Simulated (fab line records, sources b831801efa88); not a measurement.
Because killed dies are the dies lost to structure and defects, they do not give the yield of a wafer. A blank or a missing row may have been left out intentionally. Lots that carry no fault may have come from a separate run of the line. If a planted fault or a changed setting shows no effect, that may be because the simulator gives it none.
Which tool was responsible? | flow gf180mcu | 6 lots with 18 wafers sampled at 3 steps, on a route of 602 steps

WHAT THE GAUGES READ, wafer by wafer
GF_LVPWELL_TW_MEAS_11.
lot  | measured    | on            | LVPWELL_TW
L796 | day 4 11:48 | film-metro-02 | 560 565 563
L800 | day 5 04:08 | film-metro-02 | 560 559 559
L803 | day 6 02:00 | film-metro-01 | 589 587 586
L805 | day 6 05:01 | film-metro-02 | 562 561 562
L807 | day 6 17:56 | film-metro-03 | 559 559 559
L818 | day 9 04:47 | film-metro-01 | 556 558 558

WHICH TOOL RAN EACH LOT (tool, then ch and the chambers of the sampled wafers, then the start)
lot  | GF_STI_ETCH_14                  | GF_LVPWELL_IMPLANT_09
L796 | rie-si-01 ch 1,2,3, day 2 07:18 | implanter-04 ch 0, day 4 11:33
L800 | rie-si-02 ch 0,3, day 3 06:46   | implanter-02 ch 0, day 5 03:53
L803 | rie-si-02 ch 0,1, day 3 20:10   | implanter-02 ch 0, day 6 01:04
L805 | rie-si-02 ch 1,2, day 4 04:25   | implanter-02 ch 0, day 6 04:49
L807 | rie-si-01 ch 0,1,2, day 4 17:21 | implanter-02 ch 0, day 6 17:41
L818 | rie-si-02 ch 0,1,2, day 6 23:11 | implanter-04 ch 0, day 9 04:34
- GF_STI_ETCH_14: etches Si in HBr/Cl2/O2, target depth 360 nm, time 102.9 s.
- GF_LVPWELL_IMPLANT_09

THE ANSWER, worked out from the rows above alone
Rule: what is usual is taken from the lots themselves. Put in order of their means at a reading, lots are off if they are a third of the lots or fewer, leave a main group of 4 or more, and stand apart from it by a gap of 3 or more times the standard deviation of the main group's means; of several such gaps the widest counts. A main group is skipped when, at the precision printed for the reading in the tables above, its means are all equal. A lot without any number at a reading at which 4 lots or more have one is off too. The other lots that the step has rows for count as sound.
Off: L803, seen at GF_LVPWELL_TW_MEAS_11 (LVPWELL_TW). For the main group the mean is 560 and the standard deviation 1.9.
A tool fits if, at a process step before that reading, it ran every lot that is off, and no sound lot after the first of them. Those tools and the gauges at GF_LVPWELL_TW_MEAS_11 are tried in the same way. Not one of the candidates tried fits.

WHAT WAS PUT IN BY THE SIMULATOR
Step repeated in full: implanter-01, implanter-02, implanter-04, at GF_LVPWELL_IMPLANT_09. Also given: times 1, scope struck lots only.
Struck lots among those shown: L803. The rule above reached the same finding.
